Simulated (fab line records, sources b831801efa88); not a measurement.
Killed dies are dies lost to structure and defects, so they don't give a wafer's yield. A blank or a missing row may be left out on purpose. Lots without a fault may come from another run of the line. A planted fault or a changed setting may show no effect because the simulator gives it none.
Which tool did it? | flow gf180mcu | 15 lots, 45 wafers sampled, at 4 steps of a route of 602

WHAT THE GAUGES READ, wafer by wafer
GF_M1_OVL_MEAS_15.
lot  | measured     | on         | M1_OVL (nm)
L593 | day 17 03:38 | overlay-02 | 4 3 4
L595 | day 18 02:05 | overlay-01 | 4 5 4
L596 | day 18 14:35 | overlay-02 | 2 5 2
L597 | day 18 20:36 | overlay-01 | -3 -1 -8
L598 | day 19 12:45 | overlay-02 | -2 6 7
L599 | day 19 16:45 | overlay-02 | -4 -1 -8
L600 | day 20 14:33 | overlay-01 | -6 -8 -10
L601 | day 20 20:55 | overlay-02 | 2 0 -3
L602 | day 20 22:10 | overlay-02 | -1 -2 6
L610 | day 23 15:51 | overlay-01 | 7 10 3
L612 | day 24 08:34 | overlay-02 | -6 -10 -8
L613 | day 24 15:42 | overlay-02 | 6 7 9
L614 | day 25 03:33 | overlay-02 | -1 0 -1
L615 | day 25 05:30 | overlay-02 | 2 3 2
L616 | day 25 11:29 | overlay-01 | -1 4 0

GF_M2_OVL_MEAS_15.
lot  | measured     | on         | M2_OVL (nm)
L593 | day 19 08:57 | overlay-01 | -2 -3 -2
L595 | day 20 06:07 | overlay-02 | -5 -9 -10
L596 | day 20 18:24 | overlay-02 | 0 -7 -8
L597 | day 21 01:09 | overlay-01 | -3 -2 -1
L598 | day 21 16:48 | overlay-02 | -3 -4 -8
L599 | day 21 19:29 | overlay-02 | -10 -15 -7
L600 | day 22 17:47 | overlay-01 | -4 3 -5
L601 | day 22 23:31 | overlay-01 | 4 -2 4
L602 | day 23 01:21 | overlay-02 | -1 -1 1
L610 | day 25 15:33 | overlay-02 | -9 -4 -8
L612 | day 26 06:16 | overlay-02 | -9 -8 -11
L613 | day 26 13:43 | overlay-02 | -9 -8 -13
L614 | day 27 00:35 | overlay-02 | -8 -10 -9
L615 | day 27 02:54 | overlay-01 | -10 -3 -4
L616 | day 27 08:33 | overlay-02 | -4 -7 -6

WHICH TOOL RAN EACH LOT (tool, then ch and the chambers of the sampled wafers, then the start)
lot  | GF_MVSD_DEVELOP_06                | GF_V1_CVD_23
L593 | litho_track-04 ch 0, day 4 09:00  | cvd_w-01 ch 0,1, day 18 07:11
L595 | litho_track-04 ch 0, day 4 21:00  | cvd_w-01 ch 0,1, day 19 04:18
L596 | litho_track-04 ch 0, day 5 03:00  | cvd_w-01 ch 0,1, day 19 17:35
L597 | litho_track-02 ch 0, day 5 10:00  | cvd_w-01 ch 0,1, day 19 23:41
L598 | litho_track-04 ch 0, day 5 15:00  | cvd_w-01 ch 0,1, day 20 15:46
L599 | litho_track-02 ch 0, day 5 20:00  | cvd_w-01 ch 0,1, day 20 18:41
L600 | litho_track-04, day 6 08:00       | cvd_w-02 ch 0, day 21 16:56
L601 | litho_track-02, day 6 13:00       | cvd_w-01 ch 0,1, day 21 23:11
L602 | litho_track-03, day 6 16:00       | cvd_w-01 ch 0,1, day 22 00:32
L610 | litho_track-03 ch 0, day 8 15:00  | cvd_w-02 ch 0,1, day 24 17:01
L612 | litho_track-04 ch 0, day 9 02:00  | cvd_w-01 ch 0,1, day 25 08:38
L613 | litho_track-04 ch 0, day 9 08:00  | cvd_w-02 ch 0,1, day 25 16:01
L614 | litho_track-04 ch 0, day 9 13:00  | cvd_w-01 ch 0,1, day 26 03:14
L615 | litho_track-02 ch 0, day 9 21:00  | cvd_w-02 ch 0,1, day 26 05:15
L616 | litho_track-02 ch 0, day 10 02:00 | cvd_w-02 ch 0, day 26 11:15
- GF_MVSD_DEVELOP_06: develop time 60 s.
- GF_V1_CVD_23: deposits W, target thk 350 nm, time 105.05 s.

WHAT THE TOOLS THEMSELVES READ (means of the sampled wafers that have a number; where no wafer has one, the mark that the record gives instead)
GF_MVSD_DEVELOP_06.
lot  | tool           | chill_plate_temp_C (C) | exhaust_pa (Pa)
L593 | litho_track-04 | 22.95                  | 44.9
L595 | litho_track-04 | 23.03                  | 44.0
L596 | litho_track-04 | 22.94                  | 44.4
L597 | litho_track-02 | 23.20                  | 44.9
L598 | litho_track-04 | 22.96                  | 45.2
L599 | litho_track-02 | 22.79                  | 45.6
L600 | litho_track-04 | -                      | -
L601 | litho_track-02 | -                      | -
L602 | litho_track-03 | -                      | -
L610 | litho_track-03 | 23.03                  | 44.2
L612 | litho_track-04 | 22.99                  | 45.9
L613 | litho_track-04 | 22.94                  | 44.4
L614 | litho_track-04 | 22.92                  | 45.3
L615 | litho_track-02 | 23.15                  | 45.6
L616 | litho_track-02 | 23.09                  | 44.1

GF_V1_CVD_23.
lot  | tool     | heater_power_w (W)
L593 | cvd_w-01 | 843
L595 | cvd_w-01 | 833
L596 | cvd_w-01 | 842
L597 | cvd_w-01 | 825
L598 | cvd_w-01 | 849
L599 | cvd_w-01 | 845
L600 | cvd_w-02 | 833
L601 | cvd_w-01 | 833
L602 | cvd_w-01 | 845
L610 | cvd_w-02 | 903
L612 | cvd_w-01 | 844
L613 | cvd_w-02 | 968
L614 | cvd_w-01 | 848
L615 | cvd_w-02 | 915
L616 | cvd_w-02 | 829

THE ANSWER, worked out from the rows above alone
Rule: what is usual is taken from the lots themselves. Put in order of their means at a reading, lots are off if they are a third of the lots or fewer, leave a main group of 4 or more, and stand apart from it by a gap of 3 or more times the standard deviation of the main group's means; of several such gaps the widest counts. A main group whose means are all the same, to the digits that the tables above print for the reading, isn't used. A lot without any number at a reading at which 4 lots or more have one is off too. The other lots that the step has rows for count as sound. The gauges are gone through in route order, then the tools' own readings, and for those a lot's mean is taken as printed above. The first step at which some lot is off is used, and at that step the reading that is off furthest; a lot without a number counts as furthest.
Off: L600, L601, L602, at GF_MVSD_DEVELOP_06 (chill_plate_temp_C). Without a number there: L600, L601, L602. The main group: mean 23.00 C, standard deviation 0.11.
A tool fits if, at that step or a process step before it, it ran every lot that is off, and no sound lot after the first of them. None of those tried fits.

WHAT THE SIMULATOR HAD PUT IN
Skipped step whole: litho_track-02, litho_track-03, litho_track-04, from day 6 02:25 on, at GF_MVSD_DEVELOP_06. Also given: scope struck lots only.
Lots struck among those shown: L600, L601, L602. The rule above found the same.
